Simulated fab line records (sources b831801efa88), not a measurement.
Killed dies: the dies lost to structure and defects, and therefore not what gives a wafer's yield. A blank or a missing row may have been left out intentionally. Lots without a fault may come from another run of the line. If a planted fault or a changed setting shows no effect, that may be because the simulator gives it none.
One fault seen from 2 desks :: flow sfq-line :: each desk has only its own numbers; what lay behind them comes last

## THE TOOL OWNER'S DESK: litho-track-04
The tool's own readings at SFQ_TRILAYER_M7_LITHO_COAT_182 (resist thk 62 nm): means of the sampled wafers that have a number, for each lot that ran on this tool. Marked OUT: a lot whose mean sits more than 4 standard deviations from the usual mean, which makes it out of limits; the brackets give that distance.
Columns: A = spin-speed-rpm at SFQ_TRILAYER_M7_LITHO_COAT_182, usual 2999.9 rpm
lot: L966
first seen here: day 65 08:08
A: 2926.7 (-41) OUT

lot: L971
first seen here: day 66 18:47
A: 2929.1 (-39) OUT

lot: L981
first seen here: day 69 10:32
A: 2999.8

lot: L983
first seen here: day 69 18:55
A: 2997.8
Finding of this desk: L966, L971 out of limits; the first was L966 at day 65 08:08, on spin-speed-rpm at SFQ_TRILAYER_M7_LITHO_COAT_182. In limits: L981, L983.

## METROLOGY DESK
What the gauges read, lot by lot, whatever tool the lot ran on: means of the sampled wafers that have a number. Marked OUT: a lot whose mean sits more than 4 standard deviations from the usual mean, which makes it out of limits; the brackets give that distance.
Columns: A = I6_OVL at SFQ_I6_OVL_MEAS_942, usual -3 nm; B = M7_NB_RS at SFQ_M7_RS_MEAS_943, usual 0.889 ohm/sq; C = M7_OVL at SFQ_M7_OVL_MEAS_945, usual 3 nm
lot: L964
first seen here: day 64 01:56
A: -9
B: 0.883
C: 1

lot: L966
first seen here: day 65 06:45
A: 1
B: 0.900
C: -2

lot: L971
first seen here: day 66 17:32
A: 1
B: 0.877
C: 7

lot: L972
first seen here: day 66 23:32
A: -10
B: 0.895
C: 4

lot: L981
first seen here: day 69 09:15
A: -6
B: 0.881
C: 6

lot: L983
first seen here: day 69 17:39
A: -2
B: 0.888
C: -1
This desk found nothing out of limits on any of the 6 lots.

## BROUGHT TOGETHER
On L966, L971, at day 65 08:08, an alarm was possible from the tool owner's desk.
Metrology desk: nothing out of limits seen.
The metrology desk holds a record of L966, L971, inside its limits.
Every lot named ran SFQ_TRILAYER_M7_LITHO_COAT_182 on litho-track-04.

## WHAT WAS PUT IN BY THE SIMULATOR
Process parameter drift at SFQ_TRILAYER_M7_LITHO_COAT_182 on litho-track-04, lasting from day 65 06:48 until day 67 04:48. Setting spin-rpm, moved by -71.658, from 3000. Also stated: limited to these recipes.
Lots struck among those shown: L966, L971.
Hours from the fault's start to each desk's first reading out of limits: the tool owner's desk, 1.
